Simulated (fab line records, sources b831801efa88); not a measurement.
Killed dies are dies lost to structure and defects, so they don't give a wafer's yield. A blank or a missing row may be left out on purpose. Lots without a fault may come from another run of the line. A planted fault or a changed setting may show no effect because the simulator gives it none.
Split-lot experiment | flow gf180mcu | 5 lots, 27 wafers read, on a route of 602 steps

THE SPLIT
At GF_M2_SPUTTER_00 (material Ti, target thk 37.5 nm, time 150 s), the setting time_s was moved away from the recipe's 150 s on 6 of the 27 wafers read, by -54.3% to +45.9%. The other wafers ran this setting at the recipe's value.

The reading is taken at the split's own step.

THE READING
Ti_of_M2_SPUTTER_00.thk_nm (the simulator's own value, which no gauge read), in nm, at GF_M2_SPUTTER_00 (material Ti, target thk 37.5 nm, time 150 s). The file gives no usual value for it. The 21 wafers here that ran the recipe average 38.00 nm, standard deviation 0.42 nm.

wafer  | tool, chamber at the split | time_s as run, s | against the recipe | Ti_of_M2_SPUTTER_00.thk_nm, nm | against lot-mates on the recipe
L076.1 | pvd_sputter-04, -          | 150              | recipe             | 37.77                          | -
L076.2 | pvd_sputter-04, -          | 150              | recipe             | 37.56                          | -
L076.3 | pvd_sputter-04, -          | 68.56            | -54.3%             | 17.32                          | -20.22
L076.4 | pvd_sputter-04, -          | 68.56            | -54.3%             | 17.7                           | -19.84
L076.5 | pvd_sputter-04, -          | 68.56            | -54.3%             | 17.09                          | -20.45
L076.6 | pvd_sputter-04, -          | 150              | recipe             | 37.3                           | -
L079.2 | pvd_sputter-04, -          | 150              | recipe             | 37.7                           | -
L079.3 | pvd_sputter-04, -          | 150              | recipe             | 37.53                          | -
L079.6 | pvd_sputter-04, -          | 150              | recipe             | 37.62                          | -
L081.1 | pvd_sputter-01, -          | 150              | recipe             | 38.45                          | -
L081.2 | pvd_sputter-01, -          | 150              | recipe             | 38.23                          | -
L081.3 | pvd_sputter-01, -          | 150              | recipe             | 38.09                          | -
L081.4 | pvd_sputter-01, -          | 150              | recipe             | 38.78                          | -
L081.5 | pvd_sputter-01, -          | 150              | recipe             | 38.42                          | -
L081.6 | pvd_sputter-01, -          | 150              | recipe             | 38.19                          | -
L080.1 | pvd_sputter-01, -          | 150              | recipe             | 37.59                          | -
L080.2 | pvd_sputter-01, -          | 150              | recipe             | 37.69                          | -
L080.3 | pvd_sputter-01, -          | 218.8            | +45.9%             | 55.18                          | +17.59
L080.4 | pvd_sputter-01, -          | 150              | recipe             | 37.49                          | -
L080.5 | pvd_sputter-01, -          | 218.8            | +45.9%             | 54.79                          | +17.20
L080.6 | pvd_sputter-01, -          | 218.8            | +45.9%             | 55.23                          | +17.64
L084.1 | pvd_sputter-01, -          | 150              | recipe             | 38.13                          | -
L084.2 | pvd_sputter-01, -          | 150              | recipe             | 38.56                          | -
L084.3 | pvd_sputter-01, -          | 150              | recipe             | 38.02                          | -
L084.4 | pvd_sputter-01, -          | 150              | recipe             | 38.5                           | -
L084.5 | pvd_sputter-01, -          | 150              | recipe             | 37.9                           | -
L084.6 | pvd_sputter-01, -          | 150              | recipe             | 38.51                          | -

THE FIT
A straight line over all 27 wafers: Ti_of_M2_SPUTTER_00.thk_nm changes by +0.377 nm for each +1% of time_s; r = +1.00; the points scatter about the line by 0.41 nm.
The same after taking each lot's own level away (the mean of its wafers on the recipe; 27 wafers): +0.376 nm for each +1%; r = +1.00; scatter 0.24 nm.
On that fit, the largest move of time_s shifts the reading by 20 nm.
The lots' own levels span 37.543 to 38.360 nm, that is 2.0 times the standard deviation above.
So the lot-to-lot level changes the slope little: the two slopes agree.
Check: with one of the wafers moved furthest among these (-54.3%) left out of the fit, the line predicts -20.4 nm for it against its lot-mates. It came out at -20.2 nm against them.

OTHER SPLITS ON THESE WAFERS
These wafers also went through other splits before the reading. Each is held against what the fit with the lots' levels taken away leaves over:
other split on the same wafers      | wafers away from the commonest value | r with Ti_of_M2_SPUTTER_00.thk_nm (lot level and that fit taken away)
GF_DUAL_GATE_OXIDATION_15 ox_time_s | 18                                   | +0.00
GF_CONTACT_SPUTTER_22 time_s        | 9                                    | +0.37
GF_M1_METAL_ETCH_16 time_s          | 12                                   | +0.12

THE FILE'S OWN FIT
Ti_of_M2_SPUTTER_00.thk_nm changes by +0.376 nm for each +1% of time_s, r = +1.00.
